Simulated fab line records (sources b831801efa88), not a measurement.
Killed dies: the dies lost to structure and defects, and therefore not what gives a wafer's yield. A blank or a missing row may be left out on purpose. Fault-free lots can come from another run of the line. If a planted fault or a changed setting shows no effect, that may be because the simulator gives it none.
Matching of chambers | flow gf180mcu | GF_CONTACT_CMP_27 on cmp-02 has 4 sister chambers
The step polishes, stops on SiO2, t overpolish 15 s, target thk 0 nm. 14 wafers are shown with their chamber, then 7 later ones without.

WAFERS WITH THEIR CHAMBER
wafer  | chamber | motor-current-A (A) | edge-zone-pressure-frac | overpolish-run-s (s)
L561.3 | 3       | 10.9                | 1.008                   | 14.995
L561.5 | 0       | 11.9                | 1.000                   | 15.000
L561.6 | 1       | 12.4                | 1.010                   | 14.982
L564.1 | 3       | 12.9                | 1.009                   | 14.993
L564.3 | 2       | 10.7                | 1.008                   | 15.003
L564.6 | 2       | 10.9                | 1.002                   | 14.999
L565.3 | 3       | 12.1                | 0.999                   | 14.997
L565.5 | 3       | 12.0                | 0.995                   | 15.025
L565.6 | 0       | 11.2                | 0.996                   | 14.988
L567.3 | 1       | 11.3                | 1.001                   | 15.012
L567.5 | 0       | 11.1                | 0.987                   | 14.982
L567.6 | 3       | 12.4                | 0.996                   | 14.990
L569.4 | 0       | 11.8                | 0.994                   | 14.988
L569.5 | 2       | 10.8                | 0.995                   | 15.009

SIGNATURES (means of the wafers above)
reading                 | chamber 0 | chamber 1 | chamber 2 | chamber 3 | scatter within a chamber
motor-current-A         | 11.500    | 11.850    | 10.800    | 12.060    | 0.574
edge-zone-pressure-frac | 0.99425   | 1.00550   | 1.00167   | 1.00140   | 0.00625
overpolish-run-s        | 14.98950  | 14.99700  | 15.00367  | 15.00000  | 0.0122
Rule: for a wafer and a chamber, the distance is found by dividing, reading by reading, the gap between the wafer's reading and the chamber's mean by the reading's scatter, squaring, summing and taking the root. The wafer belongs to the nearest chamber; if the next one is less than 2 further off, it can't be placed. The scatter: take each reading less its chamber's mean, square it, sum over the shown wafers, divide by the number of wafers less the number of chambers, and take the root.

WAFERS WHOSE CHAMBER IS MISSING
wafer  | motor-current-A (A) | edge-zone-pressure-frac | overpolish-run-s (s)
L569.6 | 12.6                | 0.998                   | 14.994
L570.2 | 12.1                | 1.001                   | 15.000
L570.3 | 10.9                | 1.004                   | 15.002
L570.4 | 11.6                | 1.000                   | 14.999
L571.1 | 11.5                | 0.997                   | 15.002
L571.2 | 11.6                | 1.004                   | 14.998
L571.5 | 11.8                | 0.994                   | 14.995

CHAMBER TAKEN BY EACH
wafer  | from the rows above               | in truth
L569.6 | can't be placed: 3 or 1 or 0      | 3
L570.2 | can't be placed: 3 or 1 or 0      | 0
L570.3 | can't be placed: 2 or 1 or 3 or 0 | 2
L570.4 | can't be placed: 3 or 1 or 0 or 2 | 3
L571.1 | can't be placed: 0 or 3 or 2 or 1 | 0
L571.2 | can't be placed: 1 or 3 or 2 or 0 | 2
L571.5 | can't be placed: 0 or 3 or 1 or 2 | 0
0 of 7 placed correctly. Can't be placed from these rows: 7 (the true chamber is among the candidates in 7). Wrongly placed: 0.
